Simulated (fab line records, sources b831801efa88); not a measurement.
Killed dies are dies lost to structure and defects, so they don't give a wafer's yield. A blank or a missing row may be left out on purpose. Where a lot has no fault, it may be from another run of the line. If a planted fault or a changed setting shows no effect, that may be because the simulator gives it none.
fab line records	flow sky130
[record] lots = 12	wafers = 34	last_day = 50
route steps=708 shown FIELD_ISO@28 DNWELL@44 SD_N@344 CONTACT@429
lots that met no fault: from a run of the same line without faults
start_h: the number of hours between the record's first day and the start of the first shown wafer of the lot	wait_h: hours from the lot's prior step to this one	" the same as in the row above	L1.1+2: one row covering several wafers at once	- no value present, or no start provided	* or withheld: withheld	< > ~ a bound
route shown NAME@n: names a module that has steps shown in the file, with the first one's number in the route	usual: mean and standard deviation over wafers with no fault	same: alike in all rows	chamber/n: place in a boat	sites: each site's reading	_std_site: standard deviation of those values	_edge_site: inner sites' mean taken away from outer sites' mean	radius_mm: how far each site lies from the wafer's centre	mask NAME#n: copy n	behind: the last tool/chamber to shape the wafer	hold: reason for holding the lot/hours on hold/outcome of the hold	device: the n, p or np transistor that did not switch	end of line: the route-end tests of the same wafers	a step with no rows: only its recipe	killed: the dies lost at the first sort to structure and to defects; this is not the yield of the wafer	map: per-die view of a wafer (x killed, . not killed, _ where there is no die)
set.NAME: the setting as run; set.NAME@STEP: as run at that earlier step	model.NAME: the simulator's own value behind a step, which no gauge read
the route's steps for a sample of lots (tables are steps, rows are wafers)
services: the hour from which a tool's chamber was out of use, counted from the record's first day as start_h (under 0 if before that day), plus the number of hours and why
[[steps]]
[step SKY_FIELD_ISO_CMP_27]
[recipe] stop_on = Si3N4	t_overpolish_s = 16	down_force_psi = 4	platen_rpm = 60	target_thk_nm = 457.8	pad_velocity_m_s = 0.94248
[usual] motor_current_A = 11.3/1.4	overpolish_run_s = 16.001/0.0088	slurry_flow_ml_min = 150.1/0.42	time_to_endpoint_s = 114/6.5
[same] t_overpolish_s = 16
lot.wafer	tool	chamber	start_h	wait_h	motor_current_A	overpolish_run_s	slurry_flow_ml_min	time_to_endpoint_s
L418.2	cmp-02	0	36.57	0.0	10.6	15.996	149.8	126
L418.3	"	3	"	"	11.3	16.011	149.6	112
L418.5	"	0	"	"	10.3	16.013	150.6	122
L419.1	cmp-01	0	39.60	0.0	14.1	15.990	149.7	116
L419.4	"	3	"	"	11.2	15.992	150.0	110
L419.5	"	0	"	"	13.9	15.996	150.1	114
L421.4	cmp-02	0	55.11	0.0	10.8	16.002	149.9	120
L421.3	"	2	"	"	11.9	15.990	149.3	122
L421.5	"	0	"	"	11.1	16.009	149.5	123
L422.2	cmp-02	0	63.43	0.1	10.2	15.997	149.6	120
L422.5	"	0	"	"	10.8	16.008	150.0	125
L422.6	"	1	"	"	9.3	16.006	150.9	113
L425.3	cmp-01	3	76.85	0.0	11.2	16.007	149.8	106
L425.2	"	0	"	"	13.6	15.995	150.0	114
L425.5	"	3	"	"	10.9	15.987	150.7	107
L426.4	cmp-02	3	76.85	0.0	11.3	16.006	149.5	109
L426.1	"	1	"	"	9.5	15.996	150.4	112
L426.5	"	0	"	"	10.3	15.992	150.4	120
L427.4	cmp-01	1	85.87	0.1	12.1	16.005	150.4	112
L427.5	"	2	"	"	13.7	16.011	149.9	101
L427.6	"	3	"	"	11.7	16.014	150.2	101
L429.5	cmp-02	0	93.33	0.2	10.6	15.998	149.5	119
L429.6	"	1	"	"	9.3	16.008	150.4	113
L430.4	cmp-01	0	96.00	0.0	13.1	15.993	150.7	117
L430.2	"	2	"	"	13.5	15.990	149.4	109
L430.3	"	3	"	"	10.8	15.990	150.0	105
L433.1	cmp-01	3	109.79	0.1	11.5	15.995	150.8	105
L433.5	"	2	"	"	14.0	15.985	150.2	108
L438.2	cmp-01	2	139.58	0.0	13.2	15.996	150.9	109
L438.5	"	2	"	"	13.4	16.005	150.5	107
L438.6	"	3	"	"	11.3	16.006	150.5	107
L440.3	cmp-02	0	150.61	0.1	10.7	16.011	150.4	120
L440.5	"	2	"	"	11.7	15.974	149.6	126
L440.6	"	3	"	"	11.3	16.013	150.4	114
[step SKY_DNWELL_TW_MEAS_09]
[usual] DNWELL_TW = 1112/6.6
lot.wafer	tool	chamber	start_h	wait_h	DNWELL_TW
L418.2	film_metro-03	-	53.78	0.1	1106
L418.3	"	-	"	"	1109
L418.5	"	-	"	"	1111
L419.1	film_metro-01	-	60.08	0.1	1104
L419.4	"	-	"	"	1106
L419.5	"	-	"	"	1103
L421.3	film_metro-03	-	77.20	0.1	1109
L421.4	"	-	"	"	1110
L421.5	"	-	"	"	1110
L422.2	film_metro-03	-	83.58	0.1	1111
L422.5	"	-	"	"	1110
L422.6	"	-	"	"	1116
L426.1	film_metro-03	-	96.02	0.1	1116
L426.4	"	-	"	"	1117
L426.5	"	-	"	"	1122
L425.2	film_metro-02	-	96.34	0.1	1111
L425.3	"	-	"	"	1106
L425.5	"	-	"	"	1114
L427.4	film_metro-01	-	105.55	0.1	1113
L427.5	"	-	"	"	1110
L427.6	"	-	"	"	1114
L429.5	film_metro-01	-	113.51	0.0	1109
L429.6	"	-	"	"	1110
L430.2	film_metro-01	-	116.08	0.1	1107
L430.3	"	-	"	"	1108
L430.4	"	-	"	"	1101
L433.1	film_metro-03	-	130.67	0.1	1110
L433.5	"	-	"	"	1116
L438.2	film_metro-02	-	162.44	0.1	1121
L438.5	"	-	"	"	1119
L438.6	"	-	"	"	1125
L440.3	film_metro-02	-	169.84	0.1	1126
L440.5	"	-	"	"	1119
L440.6	"	-	"	"	1121
[step SKY_SD_N_COAT_02]
[recipe] resist = NOVOLAK	spin_rpm = 3000	resist_thk_nm = 1140
lot.wafer	tool	chamber	start_h	wait_h
L418.2+3+5	litho_track-01	0	625.27	0.1
L419.1+4+5	litho_track-04	0	639.91	0.1
L422.2+5+6	litho_track-02	0	682.95	0.1
L421.3+4+5	litho_track-04	0	685.46	0.1
L425.2+3+5	litho_track-04	0	699.24	0.1
L426.1+4+5	litho_track-02	0	704.22	0.1
L427.4+5+6	litho_track-02	0	708.30	0.1
L429.5+6	litho_track-02	0	727.97	0.1
L430.2+3+4	litho_track-01	0	728.18	0.1
L433.1+5	litho_track-02	0	739.27	0.1
L438.2+5+6	litho_track-04	0	793.04	0.1
L440.3+5+6	litho_track-01	0	793.65	0.1
[step SKY_SD_N_CD_MEAS_07]
[recipe] target_cd_nm = 380
[usual] cd_nm = 380.0/2.4
lot.wafer	tool	chamber	start_h	wait_h	cd_nm
L418.2	cd_sem-01	-	639.27	0.1	377.6
L418.3	"	-	"	"	376.6
L418.5	"	-	"	"	376.5
L419.1	cd_sem-01	-	654.87	0.1	377.4
L419.4	"	-	"	"	379.9
L419.5	"	-	"	"	380.4
L422.2	cd_sem-01	-	696.64	0.1	377.4
L422.5	"	-	"	"	379.6
L422.6	"	-	"	"	381.9
L421.3	cd_sem-02	-	698.95	0.1	381.5
L421.4	"	-	"	"	380.7
L421.5	"	-	"	"	382.5
L425.2	cd_sem-01	-	712.84	0.1	378.9
L425.3	"	-	"	"	379.6
L425.5	"	-	"	"	377.2
L426.1	cd_sem-01	-	719.21	0.1	380.1
L426.4	"	-	"	"	382.0
L426.5	"	-	"	"	381.9
L427.4	cd_sem-01	-	723.56	0.1	377.9
L427.5	"	-	"	"	378.9
L427.6	"	-	"	"	380.1
L430.2	cd_sem-02	-	741.64	0.1	379.3
L430.3	"	-	"	"	379.9
L430.4	"	-	"	"	379.9
L429.5	cd_sem-01	-	741.68	0.1	431.6
L429.6	"	-	"	"	432.1
L433.1	cd_sem-01	-	753.01	0.1	383.1
L433.5	"	-	"	"	432.0
L438.2	cd_sem-01	-	807.82	0.1	384.4
L438.5	"	-	"	"	381.7
L438.6	"	-	"	"	383.9
L440.3	cd_sem-02	-	808.21	0.1	378.2
L440.5	"	-	"	"	380.6
L440.6	"	-	"	"	379.1
[step SKY_SD_N_STRIP_11]
[recipe] chemistry = O2/N2	power_w = 1400	pressure_mtorr = 1500	platen_temp_c = withheld	o2_flow_sccm = 3000	n2_flow_sccm = 300	overash_fraction = 0.5
[usual] drypump_motor_current_A = 5.8/0.59	oes_product_au = 0.527/0.0043	strip_time_to_endpoint_s = 22.56/0.04
lot.wafer	tool	chamber	start_h	wait_h	drypump_motor_current_A	oes_product_au	rf_hours_counter_h	strip_time_to_endpoint_s
L418.2	plasma_asher-04	0	639.71	0.1	6.7	0.528	77	22.52
L418.3	"	0	"	"	6.6	0.530	-	22.60
L418.5	"	0	"	"	6.7	0.530	-	22.53
L419.1	plasma_asher-04	0	655.35	0.1	6.7	0.531	78	22.53
L419.4	"	1	"	"	5.0	0.533	-	22.53
L419.5	"	0	"	"	6.7	0.520	-	22.51
L422.2	plasma_asher-01	0	697.08	0.1	6.0	0.531	61	22.62
L422.5	"	1	"	"	5.3	0.519	-	22.60
L422.6	"	0	"	"	6.0	0.534	-	22.55
L421.3	plasma_asher-04	1	699.40	0.1	5.0	0.527	-	22.61
L421.4	"	0	"	"	6.7	0.530	-	22.53
L421.5	"	0	"	"	6.7	0.520	-	22.51
L425.2	plasma_asher-01	1	713.28	0.1	5.3	0.527	62	22.54
L425.3	"	1	"	"	5.3	0.532	-	22.54
L425.5	"	0	"	"	6.0	0.527	-	22.60
L426.1	plasma_asher-03	0	719.97	0.2	6.1	0.526	100	22.60
L426.4	"	1	"	"	5.8	0.529	-	22.59
L426.5	"	0	"	"	6.1	0.524	-	22.60
L427.4	plasma_asher-01	0	723.99	0.1	6.0	0.527	-	22.52
L427.5	"	1	"	"	5.3	0.531	-	22.51
L427.6	"	0	"	"	6.0	0.523	-	22.55
L430.2	plasma_asher-01	1	742.08	0.1	5.3	0.526	65	22.52
L430.3	"	0	"	"	6.0	0.520	-	22.56
L430.4	"	1	"	"	5.4	0.524	-	22.51
L429.5	plasma_asher-04	0	742.12	0.1	6.7	0.471	-	17.58
L429.6	"	1	"	"	5.0	0.466	-	17.59
L433.1	plasma_asher-01	1	753.47	0.1	5.3	0.531	66	22.45
L433.5	"	1	"	"	5.3	0.481	-	17.61
L438.2	plasma_asher-04	0	808.26	0.1	6.7	0.525	93	22.64
L438.5	"	0	"	"	6.7	0.529	-	22.61
L438.6	"	1	"	"	5.0	0.525	-	22.64
L440.3	plasma_asher-03	1	808.66	0.1	5.8	0.529	-	22.59
L440.5	"	1	"	"	5.8	0.528	-	22.56
L440.6	"	0	"	"	6.1	0.526	-	22.56
[step SKY_CONTACT_SPUTTER_23]
[recipe] material = TiN	target_thk_nm = 20	chamber_pressure_pa = 5	power_w = 4000	time_s = 80
[usual] throttle_valve_pct = 30.2/0.95
lot.wafer	tool	chamber	start_h	wait_h	throttle_valve_pct
L418.2	pvd_sputter-01	-	727.06	0.0	30.0
L418.3	"	-	"	"	29.8
L418.5	"	-	"	"	29.8
L419.1	pvd_sputter-01	-	740.85	0.0	30.4
L419.4	"	-	"	"	30.8
L419.5	"	-	"	"	30.1
L422.2	pvd_sputter-03	-	782.73	0.0	30.8
L422.5	"	-	"	"	28.1
L422.6	"	-	"	"	30.0
L421.3	pvd_sputter-01	-	783.68	0.0	30.5
L421.4	"	-	"	"	30.6
L421.5	"	-	"	"	30.5
L425.2	pvd_sputter-03	-	797.23	0.0	31.2
L425.3	"	-	"	"	28.1
L425.5	"	-	"	"	27.8
L426.1	pvd_sputter-03	-	803.11	0.0	30.6
L426.4	"	-	"	"	30.0
L426.5	"	-	"	"	30.6
L427.4	pvd_sputter-01	-	808.35	0.0	31.0
L427.5	"	-	"	"	29.7
L427.6	"	-	"	"	30.4
L429.5	pvd_sputter-01	-	825.13	0.0	30.6
L429.6	"	-	"	"	30.4
L430.2	pvd_sputter-03	-	826.20	0.0	30.6
L430.3	"	-	"	"	31.5
L430.4	"	-	"	"	28.4
L433.1	pvd_sputter-01	-	837.00	0.0	30.5
L433.5	"	-	"	"	30.7
L438.2	pvd_sputter-01	-	891.15	0.0	30.0
L438.5	"	-	"	"	30.7
L438.6	"	-	"	"	29.9
L440.3	pvd_sputter-03	-	892.53	0.0	27.8
L440.5	"	-	"	"	30.3
L440.6	"	-	"	"	30.5
[[services]]
tool	chamber	start_h	hours	kind
cmp-02	-	34.05	2.1	repair
cmp-01	-	59.47	9.0	pm
cmp-01	-	68.47	4.0	pm
cmp-01	-	71.82	1.5	repair
pvd_sputter-01	-	80.55	3.9	repair
cmp-01	-	134.51	2.6	repair
cmp-01	-	142.29	6.7	pm
cmp-01	-	172.13	2.2	repair
cmp-02	-	207.59	1.5	repair
cmp-02	-	232.00	4.0	pm
cmp-02	-	241.44	0.3	repair
cmp-02	-	255.07	3.1	repair
cmp-01	-	264.27	0.9	repair
pvd_sputter-01	-	280.75	2.7	repair
cmp-01	-	309.25	4.2	repair
cmp-02	-	316.19	11.5	pm
cmp-01	-	324.70	4.0	repair
cmp-01	-	326.61	0.5	repair
cmp-01	-	328.71	11.1	pm
cmp-02	-	329.70	2.6	repair
cmp-02	-	340.12	8.8	pm
cmp-01	-	352.90	0.7	repair
pvd_sputter-01	-	368.00	5.5	repair
pvd_sputter-01	-	812.71	1.1	repair
[[key]]
[first_sign] step = SKY_SD_N_CD_MEAS_07	reading = cd_nm	direction = up	sigmas = 22	usual = 380.0	struck = 431.9
[effect] step = SKY_SD_N_STRIP_11	reading = strip_time_to_endpoint_s	direction = down	sigmas = 99+	usual = *	struck = *
met_at SKY_SD_N_COAT_02
struck_lots L429,L433
struck_wafers L429.5,L429.6,L433.5
tester_left_out L429,L433
not_acting_at SKY_FIELD_ISO_CMP_27,SKY_DNWELL_TW_MEAS_09,SKY_CONTACT_SPUTTER_23
onset_between 708.30 727.97
[fault] kind = process_parameter_drift	tool = litho_track-02	chamber = -	onset_h = 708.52	steps = SKY_SD_N_COAT_02	channel = resist_thk_nm	offset = -434.68	shape = step	end_h = 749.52	scope = struck_wafers_only	acts_in = these_recipes_only	stated = 1140
// tester_left_out: of these lots the tester's yield and bins aren't shown, on N5 and GAA mostly nor the transistor test; their killed dies are dies lost to structure and defects alone, not to doping, threshold or leakage, so they don't give the yield
